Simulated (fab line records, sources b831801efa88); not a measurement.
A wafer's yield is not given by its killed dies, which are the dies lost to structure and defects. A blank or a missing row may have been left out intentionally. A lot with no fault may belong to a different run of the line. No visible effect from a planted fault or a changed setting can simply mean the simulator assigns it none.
fab line records ; flow sky130
record lots=6; wafers=18; last-day=50
route steps=708 shown SONOS_ONO@171 PAD_OPEN@708
lots with no fault: from the same line, run without faults
start-h: start of the lot's first displayed wafer, in hours after the record's first day ; wait-h: time in hours since the lot's previous step ; " unchanged from the row above ; L1.1+2: several wafers, shown together as one row ; - no value, or no start was given ; * or withheld: withheld ; < > ~ a bound
route shown NAME@n: names a module that has steps shown in the file, with the first one's number in the route ; usual: mean/standard deviation of fault-free wafers ; same: alike in all rows ; chamber/n: place in a boat ; sites: each site's reading ; _std_site: the values' standard deviation ; _edge_site: inner sites' mean taken away from outer sites' mean ; radius-mm: for every site, how far away it sits from the centre of the wafer ; mask NAME#n: copy n ; behind: the tool/chamber that last shaped the wafer ; hold: cause of the lot's hold/its duration in hours/its outcome ; device: whichever transistor did not switch (one of n, p or np) ; end of line: the tests these same wafers got at the end of their route ; where a step has no rows: the recipe by itself ; killed: not the wafer's yield, but the dies lost to structure and defects at the first sort ; map: a wafer's dies, marking killed ones x, the rest . and places with no die _
set.NAME: the setting as run; set.NAME@STEP: as run at that earlier step ; model.NAME: the simulator's own value behind a step, which no gauge read
lots at some steps of the route; a table a step, a row a wafer
services: the hour from which a tool's chamber was out of use, counted from the record's first day as start-h (under 0 if before that day), plus the number of hours and why
## steps
# step SKY_SONOS_ONO_THK_MEAS_03
# recipe reads=Si3N4_of_SONOS_ONO_CVD_02
# usual SONOS_ONO_CVD_02_THK=10.51/0.15
lot.wafer;tool;chamber;start-h;wait-h;SONOS_ONO_CVD_02_THK[nm]
L991.1;film-metro-02;-;259.61;0.0;10.43
L991.4;film-metro-02;-;259.61;0.0;10.57
L991.5;film-metro-02;-;259.61;0.0;10.38
L995.1;film-metro-03;-;297.48;0.0;10.21
L995.2;film-metro-03;-;297.48;0.0;10.32
L995.5;film-metro-03;-;297.48;0.0;10.31
L104.2;film-metro-02;-;365.54;0.0;10.64
L104.5;film-metro-02;-;365.54;0.0;10.47
L104.6;film-metro-02;-;365.54;0.0;10.47
L106.1;film-metro-02;-;375.31;0.0;10.70
L106.3;film-metro-02;-;375.31;0.0;10.79
L106.6;film-metro-02;-;375.31;0.0;10.69
L110.1;film-metro-03;-;412.13;0.0;10.65
L110.4;film-metro-03;-;412.13;0.0;10.74
L110.6;film-metro-03;-;412.13;0.0;10.75
L113.1;film-metro-01;-;437.52;0.0;10.38
L113.3;film-metro-01;-;437.52;0.0;10.46
L113.6;film-metro-01;-;437.52;0.0;10.38
# step SKY_SONOS_ONO_CVD_04
# recipe material=SiO2; precursor=SiH4/N2O; target-thk-nm=5.7199; temp-c=900; pressure-mtorr=400
# step SKY_SONOS_ONO_THK_MEAS_05
# recipe reads=SiO2_of_SONOS_ONO_CVD_04
# usual SONOS_ONO_CVD_04_THK=5.74/0.094
lot.wafer;tool;chamber;start-h;wait-h;SONOS_ONO_CVD_04_THK[nm]
L991.1;film-metro-02;-;260.92;0.0;5.51
L991.4;film-metro-02;-;260.92;0.0;5.69
L991.5;film-metro-02;-;260.92;0.0;5.61
L995.1;film-metro-02;-;298.79;0.0;5.71
L995.2;film-metro-02;-;298.79;0.0;5.70
L995.5;film-metro-02;-;298.79;0.0;5.80
L104.2;film-metro-03;-;366.85;0.0;5.80
L104.5;film-metro-03;-;366.85;0.0;5.75
L104.6;film-metro-03;-;366.85;0.0;5.73
L106.1;film-metro-03;-;376.62;0.0;5.79
L106.3;film-metro-03;-;376.62;0.0;5.72
L106.6;film-metro-03;-;376.62;0.0;5.83
L110.1;film-metro-03;-;413.44;0.0;5.98
L110.4;film-metro-03;-;413.44;0.0;5.97
L110.6;film-metro-03;-;413.44;0.0;5.84
L113.1;film-metro-03;-;438.83;0.0;5.78
L113.3;film-metro-03;-;438.83;0.0;5.72
L113.6;film-metro-03;-;438.83;0.0;5.79
# step SKY_SONOS_ONO_DEHYDRATE_06
# recipe temp-c=200; time-s=60
# step SKY_SONOS_ONO_HMDS_07
# recipe prime-time-s=60; prime-temp-c=120
# step SKY_SONOS_ONO_COAT_08
# recipe resist=NOVOLAK; spin-rpm=3000; resist-thk-nm=1140
# step SKY_SONOS_ONO_SOFTBAKE_09
# recipe temp-c=90; time-s=60; resist=NOVOLAK
# step SKY_SONOS_ONO_EXPOSE_10
# recipe mask-id=ONOM; target-cd-nm=410; na=0.6; source-shape=conventional; sigma-outer=0.6; dose-mj=150
# step SKY_SONOS_ONO_PEB_11
# recipe temp-c=withheld; time-s=*; resist=NOVOLAK
# step SKY_SONOS_ONO_DEVELOP_12
# recipe develop-time-s=60; dev-temp-c=23
# step SKY_SONOS_ONO_CD_MEAS_13
# recipe target-cd-nm=410
# usual cd-nm=410.2/2.3
lot.wafer;tool;chamber;start-h;wait-h;cd-nm
L991.1;cd-sem-02;-;284.97;0.1;414.2
L991.4;cd-sem-02;-;284.97;0.1;416.9
L991.5;cd-sem-02;-;284.97;0.1;414.6
L995.1;cd-sem-01;-;323.03;0.1;407.0
L995.2;cd-sem-01;-;323.03;0.1;411.1
L995.5;cd-sem-01;-;323.03;0.1;408.8
L104.2;cd-sem-01;-;395.60;0.1;413.1
L104.5;cd-sem-01;-;395.60;0.1;412.4
L104.6;cd-sem-01;-;395.60;0.1;410.2
L106.1;cd-sem-01;-;406.12;0.1;410.0
L106.3;cd-sem-01;-;406.12;0.1;410.4
L106.6;cd-sem-01;-;406.12;0.1;410.4
L110.1;cd-sem-02;-;443.78;0.1;408.5
L110.4;cd-sem-02;-;443.78;0.1;409.6
L110.6;cd-sem-02;-;443.78;0.1;408.0
L113.1;cd-sem-02;-;469.88;0.1;410.7
L113.3;cd-sem-02;-;469.88;0.1;410.8
L113.6;cd-sem-02;-;469.88;0.1;411.7
# step SKY_SONOS_ONO_OVL_MEAS_14
# usual SONOS_ONO_OVL=0.2/1.4
lot.wafer;tool;chamber;start-h;wait-h;SONOS_ONO_OVL[nm]
L991.1;overlay-02;-;285.09;0.1;0.8
L991.4;overlay-02;-;285.09;0.1;0.8
L991.5;overlay-02;-;285.09;0.1;1.0
L995.1;overlay-01;-;323.15;0.1;-0.5
L995.2;overlay-01;-;323.15;0.1;-1.8
L995.5;overlay-01;-;323.15;0.1;-2.3
L104.2;overlay-02;-;395.70;0.1;2.8
L104.5;overlay-02;-;395.70;0.1;3.3
L104.6;overlay-02;-;395.70;0.1;0.1
L106.1;overlay-01;-;406.24;0.1;-0.7
L106.3;overlay-01;-;406.24;0.1;0.8
L106.6;overlay-01;-;406.24;0.1;0.3
L110.1;overlay-01;-;443.90;0.1;-1.7
L110.4;overlay-01;-;443.90;0.1;-0.3
L110.6;overlay-01;-;443.90;0.1;0.8
L113.1;overlay-01;-;470.00;0.1;-0.4
L113.3;overlay-01;-;470.00;0.1;0.3
L113.6;overlay-01;-;470.00;0.1;-0.1
# step SKY_SONOS_ONO_ETCH_15
# recipe target-depth-nm=19.52; chemistry=CHF3/O2; source-w=600; bias-w=200; pressure-mtorr=40; chf3-flow-sccm=50; O2_flow_sccm=5; time-s=7.8
# usual O2_flow_sccm=5.000/0.014; bias-w=199.9/0.54; drypump-motor-current-A=5.6/0.32; oes-product-au=1.002/0.0075; rf-fwd-power-W=588.3/3; throttle-valve-pct=8.824/0.009
lot.wafer;tool;chamber;start-h;wait-h;O2_flow_sccm;bias-w;drypump-motor-current-A;oes-product-au;rf-fwd-power-W;rf-hours-counter-h;throttle-valve-pct;model.etch.depth-nm;model.SONOS_ONO.feature-depth-nm;model.SiO2_of_NWELL_OXIDATION_01.thk-nm
L991.1;rie-diel-02;2;285.13;0.0;4.994;200.3;6.1;1.000;593.0;107;8.824;19.57;19.57;5.47
L991.4;rie-diel-02;0;285.13;0.0;5.010;199.6;5.6;1.003;587.0;6;8.827;19.6;19.6;5.688
L991.5;rie-diel-02;0;285.13;0.0;4.998;200.6;5.6;0.996;587.6;-;8.807;19.61;19.61;5.486
L995.1;rie-diel-04;2;323.18;0.0;5.012;200.3;5.2;1.001;589.2;3;8.831;19.59;19.59;5.434
L995.2;rie-diel-04;3;323.18;0.0;5.010;200.6;5.3;0.995;588.5;41;8.827;19.34;19.34;5.635
L995.5;rie-diel-04;2;323.18;0.0;4.983;200.7;5.2;0.994;589.8;-;8.824;19.49;19.49;5.48
L104.2;rie-diel-02;1;395.73;0.0;5.000;199.5;5.7;0.889;583.6;50;8.791;16.34;16.34;5.994
L104.5;rie-diel-02;2;395.73;0.0;5.005;199.4;6.0;0.900;591.8;-;8.807;16.53;16.53;6.178
L104.6;rie-diel-02;0;395.73;0.0;5.006;200.2;5.6;0.904;588.8;-;8.808;16.41;16.41;5.973
L106.1;rie-diel-02;3;406.28;0.0;4.996;200.7;5.3;0.907;586.4;3;8.809;16.53;16.53;6.263
L106.3;rie-diel-02;1;406.28;0.0;5.008;199.7;5.7;0.903;586.0;50;8.807;16.45;16.45;6.093
L106.6;rie-diel-02;1;406.28;0.0;4.998;199.7;5.7;0.896;586.7;-;8.801;16.27;16.27;6.239
L110.1;rie-diel-04;0;443.93;0.0;5.004;200.1;5.1;1.013;589.7;56;8.830;19.94;19.94;5.363
L110.4;rie-diel-04;3;443.93;0.0;4.989;199.8;5.3;0.995;585.5;43;8.815;19.38;19.38;5.505
L110.6;rie-diel-04;0;443.93;0.0;5.017;200.5;5.1;1.011;589.8;-;8.828;19.68;19.69;5.206
L113.1;rie-diel-02;2;470.03;0.0;5.014;200.9;6.0;1.005;593.3;1;8.807;19.52;19.52;5.509
L113.3;rie-diel-02;3;470.03;0.0;5.004;199.7;5.3;1.005;590.5;4;8.816;19.91;19.91;5.481
L113.6;rie-diel-02;1;470.03;0.0;5.004;199.9;5.7;0.997;588.1;-;8.831;19.43;19.43;5.604
# step SKY_SONOS_ONO_WET_ETCH_16
# recipe chemistry=dHF; target-depth-nm=14; dry=n2-spin; target=SiO2; dilution=100:1; temp-c=25; time-s=280
# step SKY_PAD_OPEN_PROBE_99
# usual killed_at_M0_to_M3=44/7.7; killed_at_M4_up=3.2/1.7; killed-at-contacts=24/5.3; killed-at-front-end=15/4.3; killed-at-other=0.3/0.57; killed-dies=87/11; killed-open=47/7.4; killed-short=40/6.5
# same gross-dies=492; killed-at-back-side=0
lot.wafer;tool;chamber;start-h;wait-h;killed_at_M0_to_M3;killed_at_M4_up;killed-at-contacts;killed-at-front-end;killed-at-other;killed-dies;killed-open;killed-short;model.etest.nfet_16v.r-on-ohm-um;model.etest.pfet_16v.r-on-ohm-um;model.etest.pfet-g5v0d10v5.r-on-ohm-um;model.etest.nfet-g5v0d10v5.r-on-ohm-um;model.etest.nfet-g5v0d10v5.drive-ua-um;model.etest.tip-sonos.rs-ohm-sq;model.etest.nfet_05v0_nvt.drive-ua-um;model.etest.nfet_16v.drive-ua-um
L991.1;prober-01;-;1079.19;0.1;46;0;20;16;0;82;52;30;1.394e+04;1.547e+04;4699;1876;609.4;2710;572.7;222.1
L991.4;prober-01;-;1079.34;0.2;60;5;24;18;0;107;62;44;1.373e+04;1.505e+04;4640;1834;623.1;2655;587.4;228.3
L991.5;prober-01;-;1079.39;0.2;27;3;14;13;0;57;26;31;1.377e+04;1.533e+04;4692;1870;609;2720;576.6;224.7
L995.1;prober-02;-;1111.25;0.1;40;6;22;9;0;77;39;38;1.401e+04;1.527e+04;4776;1858;607.5;2548;579.1;225.2
L995.2;prober-02;-;1111.30;0.1;45;4;28;11;0;88;54;34;1.389e+04;1.528e+04;4796;1886;608;2555;581.5;226.2
L995.5;prober-02;-;1111.45;0.2;41;3;29;11;1;85;44;41;1.4e+04;1.549e+04;4794;1873;603.1;2582;580.3;224.6
L104.2;prober-01;-;1155.81;0.1;38;4;19;17;1;79;46;32;1.764e+04;1.626e+04;5456;2471;396.5;2817;422.3;133.6
L104.5;prober-01;-;1155.96;0.2;44;4;22;17;2;89;46;42;1.41e+04;1.519e+04;4706;1879;599.6;2680;575.9;222.6
L104.6;prober-01;-;1156.01;0.2;48;2;26;23;1;100;50;50;1.422e+04;1.516e+04;4783;1903;598.2;2717;573.8;217.9
L106.1;prober-01;-;1162.68;0.1;46;3;11;17;0;77;41;36;1.403e+04;1.529e+04;4815;1911;591.3;2675;569.8;220.2
L106.3;prober-01;-;1162.78;0.2;53;2;22;15;0;92;40;52;1.765e+04;1.624e+04;5500;2459;395.8;2852;423.7;131.7
L106.6;prober-01;-;1162.93;0.2;57;8;26;23;0;114;50;63;1.777e+04;1.658e+04;5551;2490;391.3;2832;420.9;130.3
L110.1;prober-02;-;1187.54;0.1;36;1;24;16;1;78;39;39;1.393e+04;1.505e+04;4652;1853;609.7;2631;581.5;226.1
L110.4;prober-02;-;1187.69;0.2;38;2;22;17;0;79;43;36;1.398e+04;1.531e+04;4823;1886;601.6;2705;572.8;219.7
L110.6;prober-02;-;1187.79;0.2;33;3;20;23;0;79;43;36;1.379e+04;1.494e+04;4775;1877;612.8;2648;578;224.4
L113.1;prober-01;-;1194.14;0.1;33;4;24;17;2;80;43;36;1.409e+04;1.507e+04;4716;1898;603.4;2709;575.2;222.5
L113.3;prober-01;-;1194.24;0.2;35;4;20;12;0;71;38;33;1.402e+04;1.502e+04;4685;1867;605.4;2731;574.5;222.4
L113.6;prober-01;-;1194.39;0.2;44;1;27;12;1;85;40;44;1.402e+04;1.505e+04;4728;1883;604.4;2706;575.3;222.9
# killed by level:class
L991.1 CONTACT:geometric-particle:open=11 VIA3:geometric-particle:open=10 VIA2:geometric-particle:open=8 METAL1:geometric-particle:short=6 VIA1:geometric-particle:open=6 POLY_GATE:geometric-particle:short=5 METAL2:geometric-particle:short=5 FIELD_ISO:geometric-particle:short=4
L991.4 VIA1:geometric-particle:open=18 VIA3:geometric-particle:open=11 LI_CONTACT:geometric-particle:open=7 CONTACT:geometric-particle:open=7 VIA2:geometric-particle:open=7 METAL3:geometric-particle:short=6 FIELD_ISO:geometric-particle:short=5 FIELD_ISO:geometric-particle:open=5
L991.5 CONTACT:geometric-particle:open=7 VIA1:geometric-particle:short=7 METAL3:geometric-particle:short=5 FIELD_ISO:geometric-particle:open=3 VIA1:geometric-particle:open=3 LOCAL_INTERCONNECT:geometric-particle:short=3 CONTACT:geometric-particle:short=3 VIA2:geometric-particle:open=3
L995.1 VIA1:geometric-particle:open=9 LI_CONTACT:geometric-particle:open=8 VIA3:geometric-particle:open=7 METAL1:geometric-particle:short=6 METAL2:geometric-particle:short=6 LOCAL_INTERCONNECT:geometric-particle:short=5 METAL4:geometric-particle:short=4 LI_CONTACT:geometric-particle:short=3
L995.2 CONTACT:geometric-particle:open=15 VIA1:geometric-particle:open=12 VIA2:geometric-particle:open=9 VIA3:geometric-particle:open=8 CONTACT:geometric-particle:short=6 METAL2:geometric-particle:short=5 FIELD_ISO:geometric-particle:short=3 POLY_GATE:geometric-particle:short=3
L995.5 CONTACT:geometric-particle:open=12 VIA2:geometric-particle:open=9 LOCAL_INTERCONNECT:geometric-particle:short=6 CONTACT:geometric-particle:short=6 VIA3:geometric-particle:open=6 LI_CONTACT:geometric-particle:open=5 VIA1:geometric-particle:short=4 VIA1:geometric-particle:open=4
L104.2 CONTACT:geometric-particle:open=11 VIA1:geometric-particle:open=8 POLY_GATE:geometric-particle:open=7 METAL2:geometric-particle:short=7 VIA3:geometric-particle:open=5 FIELD_ISO:geometric-particle:open=4 METAL1:geometric-particle:short=4 VIA2:geometric-particle:open=4
L104.5 VIA1:geometric-particle:open=12 LI_CONTACT:geometric-particle:open=8 VIA3:geometric-particle:open=6 CONTACT:geometric-particle:open=6 FIELD_ISO:geometric-particle:short=5 FIELD_ISO:geometric-particle:open=4 POLY_GATE:geometric-particle:open=4 VIA2:geometric-particle:short=4
L104.6 VIA1:geometric-particle:open=15 CONTACT:geometric-particle:open=8 VIA1:geometric-particle:short=8 FIELD_ISO:geometric-particle:short=6 CONTACT:geometric-particle:short=5 POLY_GATE:geometric-particle:short=5 LI_CONTACT:geometric-particle:short=5 METAL1:geometric-particle:short=5
L106.1 VIA1:geometric-particle:open=12 VIA1:geometric-particle:short=8 CONTACT:geometric-particle:open=7 METAL2:geometric-particle:short=6 VIA2:geometric-particle:open=5 METAL1:geometric-particle:short=5 POLY_GATE:geometric-particle:open=4 POLY_GATE:geometric-particle:short=4
L106.3 METAL2:geometric-particle:short=11 VIA3:geometric-particle:open=11 CONTACT:geometric-particle:open=9 VIA1:geometric-particle:short=7 LI_CONTACT:geometric-particle:open=6 VIA1:geometric-particle:open=6 VIA3:geometric-particle:short=5 POLY_GATE:geometric-particle:short=4
L106.6 METAL1:geometric-particle:short=12 LI_CONTACT:geometric-particle:open=10 VIA1:geometric-particle:open=10 METAL2:geometric-particle:short=8 FIELD_ISO:geometric-particle:short=6 METAL4:geometric-particle:short=6 FIELD_ISO:geometric-particle:open=5 LOCAL_INTERCONNECT:geometric-particle:short=5
L110.1 CONTACT:geometric-particle:open=8 VIA1:geometric-particle:open=7 VIA3:geometric-particle:open=7 VIA1:geometric-particle:short=6 FIELD_ISO:geometric-particle:open=5 FIELD_ISO:geometric-particle:short=5 CONTACT:geometric-particle:short=5 VIA3:geometric-particle:short=5
L110.4 VIA3:geometric-particle:open=9 VIA1:geometric-particle:open=7 LI_CONTACT:geometric-particle:open=6 CONTACT:geometric-particle:short=6 VIA2:geometric-particle:open=6 FIELD_ISO:geometric-particle:short=5 POLY_GATE:geometric-particle:short=4 LOCAL_INTERCONNECT:geometric-particle:short=4
L110.6 VIA1:geometric-particle:open=9 LI_CONTACT:geometric-particle:open=6 FIELD_ISO:geometric-particle:open=5 CONTACT:geometric-particle:open=5 FIELD_ISO:geometric-particle:short=4 POLY_GATE:geometric-particle:short=4 VIA2:geometric-particle:open=4 LOCAL_INTERCONNECT:geometric-particle:short=4
L113.1 CONTACT:geometric-particle:open=8 LOCAL_INTERCONNECT:geometric-particle:short=7 VIA3:geometric-particle:open=6 VIA1:geometric-particle:open=5 VIA1:geometric-particle:short=5 VIA2:geometric-particle:open=5 FIELD_ISO:geometric-particle:open=4 LI_CONTACT:geometric-particle:open=4
L113.3 VIA3:geometric-particle:open=9 CONTACT:geometric-particle:open=7 CONTACT:geometric-particle:short=5 METAL2:geometric-particle:short=5 VIA1:geometric-particle:open=5 LI_CONTACT:geometric-particle:open=4 VIA3:geometric-particle:short=4 FIELD_ISO:geometric-particle:short=3
L113.6 VIA1:geometric-particle:short=9 LI_CONTACT:geometric-particle:open=8 VIA1:geometric-particle:open=8 CONTACT:geometric-particle:short=7 VIA3:geometric-particle:open=6 POLY_GATE:geometric-particle:short=5 CONTACT:geometric-particle:open=5 POLY_GATE:geometric-particle:open=4
## services
tool;chamber;start-h;hours;kind
rie-diel-02;3;287.49;5.1;repair
rie-diel-04;3;304.56;1.3;repair
rie-diel-02;0;325.96;64.0;repair
rie-diel-02;2;377.32;1.4;repair
rie-diel-02;3;393.61;3.7;repair
rie-diel-02;2;398.00;-;clean
rie-diel-02;2;398.00;26.1;scheduled-down
rie-diel-02;2;398.00;26.1;vent-cycle
## key
first-sign step=SKY_SONOS_ONO_ETCH_15; reading=oes-product-au; direction=down; sigmas=14; usual=1.002; struck=0.900
effect step=SKY_SONOS_ONO_ETCH_15; reading=throttle-valve-pct; direction=down; sigmas=2.3; usual=8.824; struck=8.804
model-effect step=SKY_SONOS_ONO_ETCH_15; value=etch.depth-nm; without=19.61; struck=16.42
model-effect step=SKY_PAD_OPEN_PROBE_99; value=etest.nfet_16v.r-on-ohm-um; without=1.403e+04; struck=1.59e+04
met-at SKY_SONOS_ONO_ETCH_15
struck-wafers L104.2,L104.5,L104.6,L106.1,L106.3,L106.6
tester-left-out L104,L106
onset-between 285.13 395.73
fault kind=process-parameter-drift; tool=rie-diel-02; chamber=-; onset-h=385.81; steps=SKY_SONOS_ONO_ETCH_15; channel=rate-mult; offset=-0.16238; shape=step; end-h=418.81
# tester-left-out: of these lots the tester's yield and bins aren't shown, on N5 and GAA mostly nor the transistor test; their killed dies are dies lost to structure and defects alone, not to doping, threshold or leakage, so they don't give the yield
